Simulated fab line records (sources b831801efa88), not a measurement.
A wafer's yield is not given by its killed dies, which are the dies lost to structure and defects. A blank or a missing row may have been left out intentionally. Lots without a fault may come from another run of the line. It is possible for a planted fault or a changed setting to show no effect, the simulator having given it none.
2 desks looking at one fault | flow gf180mcu | each desk has only its own numbers; what lay behind them comes last

== AT THE METROLOGY DESK ==
Means of the sampled wafers that have a number, per lot and without regard to the tool the lot ran on: this is what the gauges read. Any lot whose mean is over 4 standard deviations away from the usual mean is out of limits and marked OUT; that distance is given in the brackets.
Columns: A = V2_BOW at GF_V2_BOW_MEAS_05, usual 100 um
lot  | first seen here | A
L805 | day 19 07:16    | 103
L806 | day 20 01:02    | 101
L808 | day 20 10:53    | 100
L807 | day 20 13:06    | 93
L810 | day 21 09:39    | 97
L817 | day 23 17:40    | 103
L821 | day 24 21:58    | 102
L822 | day 25 15:46    | 100
L824 | day 25 20:31    | 101
L825 | day 26 03:23    | 98
L826 | day 27 06:44    | 98
L828 | day 27 10:55    | 103
Result from this desk: across the 12 lots, nothing is out of limits.

== AT THE TOOL OWNER'S DESK: hdpcvd-01 ==
The tool's own readings at GF_STI_CVD_23 (deposits SiO2, target thk 650 nm, time 108.3 s): means of the sampled wafers that have a number, for each lot that ran on this tool. Any lot whose mean is over 4 standard deviations away from the usual mean is out of limits and marked OUT; that distance is given in the brackets.
Columns: A = pressure-mtorr at GF_STI_CVD_23, usual 6.001 mTorr; B = run-length-s at GF_STI_CVD_23, usual 136.3 s; C = sih4-flow-sccm at GF_STI_CVD_23, usual 59.96 sccm
lot  | first seen here | A     | B     | C
L806 | day 2 08:40     | 6.007 | 136.1 | 60.05
L810 | day 3 05:29     | 6.007 | 135.8 | 59.98
L817 | day 4 16:43     | 5.997 | 136.6 | 60.07
L821 | day 5 13:45     | 5.990 | 136.3 | 59.95
L822 | day 5 19:25     | 5.999 | 136.4 | 60.07
L824 | day 6 05:07     | 5.998 | 136.3 | 60.12
L825 | day 6 10:22     | 5.990 | 136.6 | 60.01
L826 | day 6 19:55     | 6.008 | 136.9 | 59.96
L828 | day 7 06:35     | 6.000 | 136.6 | 59.97
Result from this desk: across the 9 lots, nothing is out of limits.

== ALL TOGETHER ==
From the metrology desk's view, nothing was out of limits.
Nothing out of limits was seen by the tool owner's desk.

== WHAT THE SIMULATOR HAD PUT IN ==
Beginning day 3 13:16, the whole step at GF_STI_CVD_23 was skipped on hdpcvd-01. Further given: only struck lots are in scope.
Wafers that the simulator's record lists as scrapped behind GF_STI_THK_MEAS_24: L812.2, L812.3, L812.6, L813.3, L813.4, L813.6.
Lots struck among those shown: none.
